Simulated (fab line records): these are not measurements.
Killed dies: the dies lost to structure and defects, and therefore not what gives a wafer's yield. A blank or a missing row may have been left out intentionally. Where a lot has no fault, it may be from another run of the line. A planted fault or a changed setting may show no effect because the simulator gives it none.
Problem report in the 8D (eight disciplines) form, filled by code + flow gf180mcu + the parts of the form that need people (team, actions taken, sign-off) are left out

## 1. WHAT IS WRONG
Mean MVSD_TW at GF_MVSD_TW_MEAS_11: 1668 over 6 wafers in 2 lots; fault-free wafers: 1565, standard deviation 18. Relative to the usual mean, that is a shift of +5.7 standard deviations.
Seen first at day 6 20:19 on filmMetro-04, wafer L667.2. The record holds 36 wafers of 12 lots with a number at this step. Rule for "out", or "out of limits": more than 4 standard deviations from the usual mean. The rest of the wafers with a number are treated as sound.

## 2. WHAT IT IS; WHAT IT IS NOT
| question                    | is                     | is not                                                                                       |
|-----------------------------|------------------------|----------------------------------------------------------------------------------------------|
| which readings at this step | MVSD_TW                | -                                                                                            |
| which lots                  | L667, L668             | L658, L659, L660, L661, L662, L674, L675, L677, L678, L679                                   |
| which wafers of those lots  | all that have a number | -                                                                                            |
| read on which gauges        | filmMetro-04           | filmMetro-02, filmMetro-03                                                                   |
| when                        | from day 6 20:19       | up to then (15 sound wafers); but 15 sound wafers of L674, L675, L677, L678, L679 came after |

## 3. THE SUSPECTS, EACH WITH WHAT RULES IT OUT
Counting: a tool at any process step up to the reading remains a suspect when it ran all the lots that are out and ran no sound lot after the first of those.
- ruled out: the gauge at GF_MVSD_TW_MEAS_11. All the wafers that are out were read on filmMetro-04, but those of them that GF_MVSD_IMPLANT_08 has rows for are out there too, on other tools.
- plasmaAsher-03 at GF_NWELL_STRIP_10 (strips in O2/N2): ruled out as a lasting fault. After its first lot that is out, L667 (day 5 14:23), sound lots L677 ran on it.
- implanter-01 at GF_MVSD_IMPLANT_08: kept. It ran every lot that is out, first L667 (day 6 19:56), and no sound lot after that. Out on those wafers are its own readings of beamOnS, faradayCurrentUA.
The count leaves implanter-01 at GF_MVSD_IMPLANT_08.

## 4. THE CAUSE (what the simulator had put in)
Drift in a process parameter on implanter-01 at GF_MVSD_IMPLANT_08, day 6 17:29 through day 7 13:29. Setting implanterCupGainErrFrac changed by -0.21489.
Counting left only this tool.

## 5. SEQUENCE OF EFFECTS, ordered by route
One row per reading whose mean, taken over the struck wafers that have a number, lies over 3 standard deviations from the usual. Readings are gone through only where the record gives a usual standard deviation; hours: the median, over the lots, of the time from a lot's start at the first step in this table giving one to that lot's start at this step; sigmas: the change measured in usual standard deviations.
| hours | step                     | reading          | usual        | on struck wafers | change | sigmas |
|-------|--------------------------|------------------|--------------|------------------|--------|--------|
| 0     | GF_MVSD_IMPLANT_08       | beamOnS          | 10.01 s      | 12.61            | +2.60  | +12    |
| 0     | GF_MVSD_IMPLANT_08       | faradayCurrentUA | 90.2         | 71.4             | -18.8  | -9.9   |
| 0     | GF_MVSD_TW_MEAS_11       | MVSD_TW          | 1565         | 1668             | +103   | +5.7   |
| 84    | GF_VT_IMPLANT_RS_MEAS_46 | MVSD_RS          | 457.1 ohm/sq | 404.5            | -52.6  | -53    |
The process steps in it:
- GF_MVSD_IMPLANT_08
Later steps that measure or inspect, where all struck wafers having a row at the step show a number for every such reading and not one has moved that far: GF_POLY_GATE_OVL_MEAS_11.

## 6. HOW IT WOULD HAVE BEEN CAUGHT EARLIER
3 hours passed between the start of the fault at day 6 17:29 and the first reading out of limits at a measuring or inspecting step in this record, taken at day 6 20:19.
The tool's own readings at GF_MVSD_IMPLANT_08 were out on every struck wafer that the step has a row for (beamOnS, faradayCurrentUA): an alarm limit on them would have fired on the first of those.
Of the lots that are out (2), L668 began GF_MVSD_IMPLANT_08 on implanter-01 after day 6 20:19. Had the tool been put on hold then, it would have been spared.
